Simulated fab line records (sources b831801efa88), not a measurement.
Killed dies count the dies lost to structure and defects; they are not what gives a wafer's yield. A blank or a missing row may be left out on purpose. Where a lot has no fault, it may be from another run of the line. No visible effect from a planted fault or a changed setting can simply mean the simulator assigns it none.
Which tool is to blame? / flow sky130 / 14 lots with 42 wafers sampled at 2 steps, on a route of 708 steps

WHAT EACH GAUGE READ, for each wafer
SKY_CAP2M_THK_MEAS_01. Usual: CAP2M_CVD_00_THK typically reads 15.48 nm, with standard deviation 0.24.
lot=L230; measured=day 39 23:08; on=film_metro-03; CAP2M_CVD_00_THK (nm)=15.17 15.07 15.69; flag=
lot=L231; measured=day 40 13:31; on=film_metro-02; CAP2M_CVD_00_THK (nm)=15.79 15.82 15.97; flag=
lot=L233; measured=day 40 16:41; on=film_metro-01; CAP2M_CVD_00_THK (nm)=15.38 15.15 15.62; flag=
lot=L234; measured=day 41 00:19; on=film_metro-01; CAP2M_CVD_00_THK (nm)=15.54 15.66 15.67; flag=
lot=L235; measured=day 41 04:24; on=film_metro-01; CAP2M_CVD_00_THK (nm)=15.66 15.87 15.44; flag=
lot=L236; measured=day 41 19:55; on=film_metro-03; CAP2M_CVD_00_THK (nm)=15.21 15.16 15.33; flag=
lot=L241; measured=day 43 06:17; on=film_metro-02; CAP2M_CVD_00_THK (nm)=15.10 15.70 15.48; flag=
lot=L242; measured=day 43 09:53; on=film_metro-02; CAP2M_CVD_00_THK (nm)=15.18 15.52 15.42; flag=
lot=L243; measured=day 43 13:35; on=film_metro-01; CAP2M_CVD_00_THK (nm)=15.39 15.56 15.47; flag=
lot=L244; measured=day 43 18:41; on=film_metro-02; CAP2M_CVD_00_THK (nm)=9.24 9.42 9.31; flag=OFF
lot=L245; measured=day 44 00:19; on=film_metro-03; CAP2M_CVD_00_THK (nm)=15.03 15.69 15.63; flag=
lot=L246; measured=day 44 11:43; on=film_metro-03; CAP2M_CVD_00_THK (nm)=15.35 15.43 15.55; flag=
lot=L248; measured=day 45 01:55; on=film_metro-03; CAP2M_CVD_00_THK (nm)=9.36 9.29 9.35; flag=OFF
lot=L252; measured=day 46 00:31; on=film_metro-03; CAP2M_CVD_00_THK (nm)=15.56 15.85 15.03; flag=

EACH LOT AND THE TOOL THAT RAN IT (in order: tool; ch and the chambers of the sampled wafers; start)
lot=L230; SKY_CAP2M_CVD_00=pecvd-04 ch 0,1,2, day 39 23:07
lot=L231; SKY_CAP2M_CVD_00=pecvd-02 ch 1,2, day 40 13:29
lot=L233; SKY_CAP2M_CVD_00=pecvd-02 ch 0,1,2, day 40 16:39
lot=L234; SKY_CAP2M_CVD_00=pecvd-01 ch 0,1,2, day 41 00:17
lot=L235; SKY_CAP2M_CVD_00=pecvd-02 ch 0,1,2, day 41 04:22
lot=L236; SKY_CAP2M_CVD_00=pecvd-01 ch 0,1,2, day 41 19:54
lot=L241; SKY_CAP2M_CVD_00=pecvd-01 ch 1,2, day 43 06:15
lot=L242; SKY_CAP2M_CVD_00=pecvd-02 ch 0,2, day 43 09:52
lot=L243; SKY_CAP2M_CVD_00=pecvd-01 ch 0,2, day 43 13:33
lot=L244; SKY_CAP2M_CVD_00=pecvd-01 ch 0,1, day 43 18:40
lot=L245; SKY_CAP2M_CVD_00=pecvd-02 ch 0,1,2, day 44 00:16
lot=L246; SKY_CAP2M_CVD_00=pecvd-04 ch 0,1,2, day 44 11:41
lot=L248; SKY_CAP2M_CVD_00=pecvd-01 ch 0,1, day 45 01:53
lot=L252; SKY_CAP2M_CVD_00=pecvd-02 ch 0,1,2, day 46 00:29
- SKY_CAP2M_CVD_00: deposits SiO2, target thk 15.5 nm.

WHAT THE TOOLS THEMSELVES READ (means of the sampled wafers that have a number; where no wafer has one, the mark that the record gives instead)
SKY_CAP2M_CVD_00. Usual: heater_power_w reads 735 W (standard deviation 100).
lot=L230; tool=pecvd-04; heater_power_w (W)=726; flag=
lot=L231; tool=pecvd-02; heater_power_w (W)=752; flag=
lot=L233; tool=pecvd-02; heater_power_w (W)=725; flag=
lot=L234; tool=pecvd-01; heater_power_w (W)=688; flag=
lot=L235; tool=pecvd-02; heater_power_w (W)=788; flag=
lot=L236; tool=pecvd-01; heater_power_w (W)=665; flag=
lot=L241; tool=pecvd-01; heater_power_w (W)=683; flag=
lot=L242; tool=pecvd-02; heater_power_w (W)=848; flag=
lot=L243; tool=pecvd-01; heater_power_w (W)=614; flag=
lot=L244; tool=pecvd-01; heater_power_w (W)=587; flag=
lot=L245; tool=pecvd-02; heater_power_w (W)=766; flag=
lot=L246; tool=pecvd-04; heater_power_w (W)=779; flag=
lot=L248; tool=pecvd-01; heater_power_w (W)=663; flag=
lot=L252; tool=pecvd-02; heater_power_w (W)=825; flag=

THE ANSWER, worked out from the rows above alone
Rule: a lot is off if the mean of its wafers that have a number lies more than 3 standard deviations from the usual mean. Also off: a lot with no number at a reading for which 4 or more lots have one. Any other lot the step has rows for is counted as sound. Order of review: gauges by route order, followed by the tools' own readings, for which a lot's mean as printed above is used. The first step at which some lot is off is used, and at that step the reading that is off furthest; a lot without a number counts as furthest.
Off: L244, L248, seen at SKY_CAP2M_THK_MEAS_01 (CAP2M_CVD_00_THK).
If a tool, at a process step before that reading, ran all the lots that are off and no sound lot after the first of them, it fits. Those tools and the gauges at SKY_CAP2M_THK_MEAS_01 are tried in the same way. One fits: SKY_CAP2M_CVD_00 on pecvd-01. Its last sound lot is L243 (day 43 13:33), its first lot that is off L244 (day 43 18:40): a fault that began between those two fits.

WHAT THE SIMULATOR HAD PUT IN
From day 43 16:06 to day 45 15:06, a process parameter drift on pecvd-01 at SKY_CAP2M_CVD_00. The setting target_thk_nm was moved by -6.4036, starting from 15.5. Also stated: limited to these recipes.
Lots struck among those shown: L244, L248. The rule above found the same.
